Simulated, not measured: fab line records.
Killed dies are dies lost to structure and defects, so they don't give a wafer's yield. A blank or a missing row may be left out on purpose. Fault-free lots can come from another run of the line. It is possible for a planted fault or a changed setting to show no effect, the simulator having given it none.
fab line records | flow gf180mcu
record lots=12 | wafers=36 | last_day=34
route steps=602 shown MVPSD@87 HV_LDD@207
lots untouched by any fault: they come from a run of this same line in which no faults occurred
start_h: hours from the record's opening day to when the first of the lot's shown wafers began | wait_h: time in hours since the lot's previous step | " same as the row above | L1.1+2: a row that stands for several wafers | - no value, or no start given | * or withheld: withheld | < > ~ a bound
route shown NAME@n: names a module that has steps shown in the file, with the first one's number in the route | usual: the fault-free wafers' mean and standard deviation | same: alike in all rows | chamber/n: place in a boat | sites: readings site by site | _std_site: their standard deviation | _edge_site: inner sites' mean taken away from outer sites' mean | radius_mm: for every site, how far away it sits from the centre of the wafer | mask NAME#n: copy n | behind: the tool/chamber that last shaped the wafer | hold: why the lot went on hold/how many hours it stayed there/how the hold came to an end | device: which transistor (n, p or np) failed to switch | end of line: the same wafers' tests at the end of the route | a step without rows: its recipe alone | killed: the dies lost at the first sort to structure and to defects; this is not the yield of the wafer | map: a wafer's dies, x killed, . not, _ none there
set.NAME: the run value of the setting; set.NAME@STEP: its run value at that earlier step | model.NAME: the simulator's own value behind a step, which no gauge read
one table for each step of the route and one row for each wafer, over a sample of lots
services: when a tool's chamber went out of use (start_h, in hours from the record's first day, below 0 if earlier), for how many hours, and the reason
## steps
# step GF_MVPSD_IMPLANT_09
# recipe species=B | energy_kev=40 | dose_cm2=5e+12 | tilt_deg=0
lot.wafer  | tool         | chamber | start_h | wait_h
L870.3+4+5 | implanter-02 | 0       | 99.94   | 0.1
L871.4+5+6 | implanter-02 | 0       | 104.64  | 0.1
L872.1+2+4 | implanter-02 | 0       | 112.03  | 0.1
L873.3+4+5 | implanter-02 | 0       | 115.69  | 0.1
L874.3+4+6 | implanter-02 | 0       | 120.84  | 0.1
L875.1+4+5 | implanter-04 | 0       | 124.76  | 0.1
L876.1+2+3 | implanter-02 | 0       | 133.21  | 0.1
L882.2+3+4 | implanter-04 | 0       | 171.97  | 0.1
L887.4+5+6 | implanter-01 | 0       | 199.07  | 0.1
L889.1+3+6 | implanter-01 | 0       | 209.93  | 0.1
L890.2+3+6 | implanter-01 | 0       | 215.09  | 0.1
L893.4+5+6 | implanter-02 | 0       | 233.90  | 0.1
# step GF_MVPSD_TW_MEAS_11
# usual MVPSD_TW=551/4.5
lot.wafer | tool          | chamber | start_h | wait_h | MVPSD_TW
L870.3    | film_metro-02 | -       | 100.16  | 0.1    | 552
L870.4    | "             | -       | "       | "      | 552
L870.5    | "             | -       | "       | "      | 553
L871.4    | film_metro-01 | -       | 104.84  | 0.1    | 551
L871.5    | "             | -       | "       | "      | 546
L871.6    | "             | -       | "       | "      | 549
L872.1    | film_metro-02 | -       | 112.28  | 0.1    | 554
L872.2    | "             | -       | "       | "      | 554
L872.4    | "             | -       | "       | "      | 552
L873.3    | film_metro-02 | -       | 115.91  | 0.1    | 553
L873.4    | "             | -       | "       | "      | 553
L873.5    | "             | -       | "       | "      | 552
L874.3    | film_metro-01 | -       | 121.06  | 0.1    | 544
L874.4    | "             | -       | "       | "      | 546
L874.6    | "             | -       | "       | "      | 542
L875.1    | film_metro-01 | -       | 125.01  | 0.1    | 543
L875.4    | "             | -       | "       | "      | 545
L875.5    | "             | -       | "       | "      | 548
L876.1    | film_metro-03 | -       | 133.46  | 0.1    | 559
L876.2    | "             | -       | "       | "      | 559
L876.3    | "             | -       | "       | "      | 559
L882.2    | film_metro-01 | -       | 172.20  | 0.1    | 539
L882.3    | "             | -       | "       | "      | 538
L882.4    | "             | -       | "       | "      | 537
L887.4    | film_metro-01 | -       | 199.27  | 0.1    | 548
L887.5    | "             | -       | "       | "      | 546
L887.6    | "             | -       | "       | "      | 543
L889.1    | film_metro-03 | -       | 210.18  | 0.1    | 556
L889.3    | "             | -       | "       | "      | 557
L889.6    | "             | -       | "       | "      | 557
L890.2    | film_metro-02 | -       | 215.32  | 0.1    | 556
L890.3    | "             | -       | "       | "      | 555
L890.6    | "             | -       | "       | "      | 556
L893.4    | film_metro-02 | -       | 234.11  | 0.1    | 555
L893.5    | "             | -       | "       | "      | 551
L893.6    | "             | -       | "       | "      | 554
# step GF_VT_IMPLANT_RS_MEAS_49
# recipe thk_meas_gauge=four-point-probe
# usual MVPSD_RS=1182/3.8
lot.wafer | tool          | chamber | start_h | wait_h | MVPSD_RS[ohm/sq]
L870.3    | film_metro-01 | -       | 161.23  | 0.1    | 1182
L870.4    | "             | -       | "       | "      | 1183
L870.5    | "             | -       | "       | "      | 1180
L871.4    | film_metro-03 | -       | 165.69  | 0.1    | 1178
L871.5    | "             | -       | "       | "      | 1186
L871.6    | "             | -       | "       | "      | 1181
L872.1    | film_metro-02 | -       | 173.90  | 0.1    | 1179
L872.2    | "             | -       | "       | "      | 1177
L872.4    | "             | -       | "       | "      | 1180
L873.3    | film_metro-01 | -       | 180.38  | 0.1    | 1185
L873.4    | "             | -       | "       | "      | 1180
L873.5    | "             | -       | "       | "      | 1179
L874.3    | film_metro-02 | -       | 185.62  | 0.1    | 1183
L874.4    | "             | -       | "       | "      | 1186
L874.6    | "             | -       | "       | "      | 1187
L875.1    | film_metro-01 | -       | 189.49  | 0.1    | 1187
L875.4    | "             | -       | "       | "      | 1189
L875.5    | "             | -       | "       | "      | 1183
L876.1    | film_metro-01 | -       | 198.70  | 0.1    | 1178
L876.2    | "             | -       | "       | "      | 1181
L876.3    | "             | -       | "       | "      | 1180
L882.2    | film_metro-02 | -       | 242.40  | 0.1    | 1271
L882.3    | "             | -       | "       | "      | 1270
L882.4    | "             | -       | "       | "      | 1272
L887.4    | film_metro-01 | -       | 272.70  | 0.1    | 1182
L887.5    | "             | -       | "       | "      | 1184
L887.6    | "             | -       | "       | "      | 1181
L889.1    | film_metro-03 | -       | 283.64  | 0.1    | 1179
L889.3    | "             | -       | "       | "      | 1180
L889.6    | "             | -       | "       | "      | 1178
L890.2    | film_metro-02 | -       | 290.00  | 0.1    | 1189
L890.3    | "             | -       | "       | "      | 1186
L890.6    | "             | -       | "       | "      | 1189
L893.4    | film_metro-03 | -       | 312.46  | 0.1    | 1185
L893.5    | "             | -       | "       | "      | 1185
L893.6    | "             | -       | "       | "      | 1182
# step GF_HV_LDD_CD_MEAS_31
# recipe target_cd_nm=400
# usual cd_nm=399.9/1.7
lot.wafer | tool      | chamber | start_h | wait_h | cd_nm
L870.3    | cd_sem-02 | -       | 258.04  | 0.2    | 396.5
L870.4    | "         | -       | "       | "      | 397.8
L870.5    | "         | -       | "       | "      | 398.3
L871.4    | cd_sem-02 | -       | 263.90  | 0.1    | 400.0
L871.5    | "         | -       | "       | "      | 401.3
L871.6    | "         | -       | "       | "      | 402.0
L872.1    | cd_sem-02 | -       | 270.94  | 0.1    | 399.4
L872.2    | "         | -       | "       | "      | 402.8
L872.4    | "         | -       | "       | "      | 399.7
L873.3    | cd_sem-02 | -       | 276.35  | 0.2    | 400.5
L873.4    | "         | -       | "       | "      | 399.3
L873.5    | "         | -       | "       | "      | 400.8
L874.3    | cd_sem-02 | -       | 285.65  | 0.1    | 401.8
L874.4    | "         | -       | "       | "      | 401.3
L874.6    | "         | -       | "       | "      | 401.4
L875.1    | cd_sem-01 | -       | 288.66  | 0.1    | 396.9
L875.4    | "         | -       | "       | "      | 401.0
L875.5    | "         | -       | "       | "      | 398.1
L876.1    | cd_sem-01 | -       | 301.14  | 0.1    | 400.1
L876.2    | "         | -       | "       | "      | 401.6
L876.3    | "         | -       | "       | "      | 399.4
L882.2    | cd_sem-01 | -       | 353.14  | 0.1    | 403.0
L882.3    | "         | -       | "       | "      | 401.0
L882.4    | "         | -       | "       | "      | 401.9
L887.4    | cd_sem-01 | -       | 387.50  | 0.1    | 399.6
L887.5    | "         | -       | "       | "      | 398.6
L887.6    | "         | -       | "       | "      | 400.0
L889.1    | cd_sem-01 | -       | 401.00  | 0.1    | 396.1
L889.3    | "         | -       | "       | "      | 396.9
L889.6    | "         | -       | "       | "      | 396.3
L890.2    | cd_sem-02 | -       | 407.84  | 0.1    | 400.8
L890.3    | "         | -       | "       | "      | 399.6
L890.6    | "         | -       | "       | "      | 400.9
L893.4    | cd_sem-01 | -       | 435.75  | 0.1    | 398.4
L893.5    | "         | -       | "       | "      | 400.0
L893.6    | "         | -       | "       | "      | 399.6
# step GF_HV_LDD_OVL_MEAS_32
# usual HV_LDD_02_OVL=-0.5/1.6
lot.wafer | tool       | chamber | start_h | wait_h | HV_LDD_02_OVL[nm]
L870.3    | overlay-01 | -       | 258.13  | 0.1    | -1.1
L870.4    | "          | -       | "       | "      | -0.1
L870.5    | "          | -       | "       | "      | -0.7
L871.4    | overlay-01 | -       | 263.98  | 0.1    | -2.3
L871.5    | "          | -       | "       | "      | -1.4
L871.6    | "          | -       | "       | "      | -2.4
L872.1    | overlay-02 | -       | 271.06  | 0.1    | -1.6
L872.2    | "          | -       | "       | "      | -1.3
L872.4    | "          | -       | "       | "      | -1.9
L873.3    | overlay-01 | -       | 276.44  | 0.1    | -0.9
L873.4    | "          | -       | "       | "      | -1.1
L873.5    | "          | -       | "       | "      | -0.3
L874.3    | overlay-01 | -       | 285.74  | 0.1    | -0.4
L874.4    | "          | -       | "       | "      | 0.4
L874.6    | "          | -       | "       | "      | -2.3
L875.1    | overlay-01 | -       | 288.78  | 0.1    | -2.4
L875.4    | "          | -       | "       | "      | -2.6
L875.5    | "          | -       | "       | "      | -1.4
L876.1    | overlay-02 | -       | 301.26  | 0.1    | 0.9
L876.2    | "          | -       | "       | "      | 1.7
L876.3    | "          | -       | "       | "      | 0.0
L882.2    | overlay-01 | -       | 353.25  | 0.1    | -1.0
L882.3    | "          | -       | "       | "      | -2.4
L882.4    | "          | -       | "       | "      | -1.9
L887.4    | overlay-02 | -       | 387.58  | 0.1    | -1.4
L887.5    | "          | -       | "       | "      | -0.1
L887.6    | "          | -       | "       | "      | -2.8
L889.1    | overlay-01 | -       | 401.12  | 0.1    | -4.1
L889.3    | "          | -       | "       | "      | -3.4
L889.6    | "          | -       | "       | "      | -4.7
L890.2    | overlay-01 | -       | 407.95  | 0.1    | 2.5
L890.3    | "          | -       | "       | "      | 3.9
L890.6    | "          | -       | "       | "      | 4.3
L893.4    | overlay-01 | -       | 435.82  | 0.1    | 0.9
L893.5    | "          | -       | "       | "      | -0.9
L893.6    | "          | -       | "       | "      | -0.6
# step GF_HV_LDD_STRIP_37
# recipe chemistry=O2/N2 | power_w=1400 | pressure_mtorr=1500 | platen_temp_c=250 | o2_flow_sccm=3000 | n2_flow_sccm=300 | overash_fraction=0.5
# usual drypump_motor_current_A=5.8/0.77 | heater_power_w=321/33 | oes_product_au=0.716/0.0048 | platen_temp_c=249.99/0.18 | strip_time_to_endpoint_s=12.62/0.036
lot.wafer | tool            | chamber | start_h | wait_h | drypump_motor_current_A | heater_power_w | oes_product_au | platen_temp_c | rf_hours_counter_h | strip_time_to_endpoint_s
L870.3    | plasma_asher-02 | 0       | 258.79  | 0.1    | 4.9                     | 309            | 0.713          | 250.14        | -                  | 12.69
L870.4    | "               | 1       | "       | "      | 6.8                     | 283            | 0.711          | 249.93        | -                  | 12.68
L870.5    | "               | 1       | "       | "      | 6.8                     | 281            | 0.718          | 249.70        | -                  | 12.65
L871.4    | plasma_asher-04 | 1       | 264.63  | 0.1    | 6.6                     | 348            | 0.720          | 249.94        | -                  | 12.59
L871.5    | "               | 0       | "       | "      | 5.8                     | 344            | 0.716          | 249.93        | -                  | 12.64
L871.6    | "               | 1       | "       | "      | 6.6                     | 357            | 0.719          | 250.01        | -                  | 12.64
L872.1    | plasma_asher-02 | 0       | 271.70  | 0.1    | 4.9                     | 308            | 0.709          | 249.94        | 16                 | 12.62
L872.2    | "               | 1       | "       | "      | 6.8                     | 294            | 0.717          | 249.66        | 16                 | 12.57
L872.4    | "               | 0       | "       | "      | 4.9                     | 315            | 0.714          | 249.80        | -                  | 12.64
L873.3    | plasma_asher-01 | 0       | 277.09  | 0.1    | 5.3                     | 335            | 0.712          | 249.80        | -                  | 12.64
L873.4    | "               | 1       | "       | "      | 5.3                     | 382            | 0.719          | 250.39        | -                  | 12.61
L873.5    | "               | 0       | "       | "      | 5.3                     | 325            | 0.705          | 249.97        | -                  | 12.65
L874.3    | plasma_asher-04 | 0       | 286.39  | 0.1    | 5.8                     | 332            | 0.712          | 249.97        | -                  | 12.62
L874.4    | "               | 1       | "       | "      | 6.6                     | 353            | 0.713          | 249.55        | -                  | 12.64
L874.6    | "               | 0       | "       | "      | 5.8                     | 322            | 0.719          | 249.81        | -                  | 12.63
L875.1    | plasma_asher-02 | 1       | 289.41  | 0.1    | 6.8                     | 281            | 0.718          | 249.83        | 17                 | 12.67
L875.4    | "               | 0       | "       | "      | 4.9                     | 315            | 0.708          | 249.68        | -                  | 12.63
L875.5    | "               | 1       | "       | "      | 6.8                     | 278            | 0.725          | 249.56        | -                  | 12.64
L876.1    | plasma_asher-01 | 0       | 301.89  | 0.1    | 5.3                     | 328            | 0.712          | 250.15        | 69                 | 12.64
L876.2    | "               | 1       | "       | "      | 5.3                     | 379            | 0.717          | 250.22        | 69                 | 12.63
L876.3    | "               | 1       | "       | "      | 5.3                     | 383            | 0.718          | 250.08        | -                  | 12.59
L882.2    | plasma_asher-02 | 1       | 353.88  | 0.1    | 6.8                     | 285            | 0.705          | 250.26        | 25                 | 12.62
L882.3    | "               | 1       | "       | "      | 6.8                     | 280            | 0.717          | 250.45        | -                  | 12.64
L882.4    | "               | 0       | "       | "      | 4.9                     | 319            | 0.718          | 249.88        | -                  | 12.65
L887.4    | plasma_asher-01 | 0       | 388.23  | 0.1    | 5.3                     | 331            | 0.719          | 250.00        | -                  | 12.63
L887.5    | "               | 0       | "       | "      | 5.3                     | 329            | 0.712          | 250.11        | -                  | 12.66
L887.6    | "               | 1       | "       | "      | 5.3                     | 390            | 0.702          | 249.75        | -                  | 12.64
L889.1    | plasma_asher-02 | 0       | 401.76  | 0.1    | 4.9                     | 310            | 0.724          | 250.00        | 30                 | 12.67
L889.3    | "               | 0       | "       | "      | 4.9                     | 309            | 0.721          | 249.94        | -                  | 12.65
L889.6    | "               | 1       | "       | "      | 6.8                     | 279            | 0.710          | 249.70        | -                  | 12.66
L890.2    | plasma_asher-02 | 0       | 408.58  | 0.1    | 4.9                     | 305            | 0.725          | 250.03        | 31                 | 12.60
L890.3    | "               | 1       | "       | "      | 6.8                     | 283            | 0.717          | 250.07        | -                  | 12.60
L890.6    | "               | 0       | "       | "      | 4.9                     | 302            | 0.707          | 250.07        | -                  | 12.62
L893.4    | plasma_asher-01 | 0       | 436.48  | 0.1    | 5.3                     | 322            | 0.716          | 250.12        | -                  | 12.62
L893.5    | "               | 1       | "       | "      | 5.4                     | 403            | 0.715          | 250.02        | -                  | 12.62
L893.6    | "               | 0       | "       | "      | 5.3                     | 319            | 0.708          | 250.09        | -                  | 12.66
## services
tool            | chamber | start_h | hours | kind
plasma_asher-02 | -       | 85.59   | 0.7   | repair
plasma_asher-04 | -       | 88.27   | 2.4   | repair
plasma_asher-01 | -       | 89.84   | 1.8   | repair
implanter-01    | -       | 98.36   | 11.3  | repair
implanter-04    | -       | 99.08   | 19.3  | pm
plasma_asher-02 | -       | 108.75  | 9.0   | pm
plasma_asher-02 | 0       | 108.75  | 9.0   | vent_cycle
plasma_asher-02 | 1       | 108.75  | 9.0   | vent_cycle
implanter-04    | -       | 161.74  | 2.3   | repair
implanter-01    | -       | 191.83  | 5.2   | pm
plasma_asher-02 | -       | 197.97  | 0.4   | repair
implanter-01    | -       | 223.68  | 7.2   | pm
implanter-04    | -       | 263.67  | 9.7   | pm
plasma_asher-02 | -       | 270.70  | 0.4   | repair
plasma_asher-04 | -       | 320.01  | 15.6  | pm
plasma_asher-01 | -       | 328.64  | 2.8   | pm
plasma_asher-04 | -       | 339.86  | 7.4   | repair
plasma_asher-01 | -       | 352.31  | 25.2  | repair
plasma_asher-02 | -       | 359.90  | 2.8   | pm
implanter-04    | -       | 359.91  | 3.7   | repair
plasma_asher-02 | -       | 388.31  | 1.5   | repair
plasma_asher-01 | -       | 421.27  | 9.0   | pm
plasma_asher-04 | -       | 428.40  | 4.4   | repair
implanter-04    | -       | 429.52  | 4.1   | pm
## key
first_sign step=GF_MVPSD_TW_MEAS_11 | reading=MVPSD_TW | direction=down | sigmas=2.9 | usual=551 | struck=538
effect step=GF_VT_IMPLANT_RS_MEAS_49 | reading=MVPSD_RS | direction=up | sigmas=23 | usual=1182 | struck=1271
met_at GF_MVPSD_IMPLANT_09
struck_lots L882
tester_left_out L882
not_acting_at GF_HV_LDD_CD_MEAS_31,GF_HV_LDD_OVL_MEAS_32,GF_HV_LDD_STRIP_37
onset_between 124.76 171.97
fault kind=process_parameter_drift | tool=implanter-04 | chamber=- | onset_h=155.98 | steps=GF_MVPSD_IMPLANT_09 | channel=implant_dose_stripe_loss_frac | offset=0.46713 | shape=step | end_h=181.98
# tester_left_out: of these lots the tester's yield and bins aren't shown, on N5 and GAA mostly nor the transistor test; their killed dies are dies lost to structure and defects alone, not to doping, threshold or leakage, so they don't give the yield
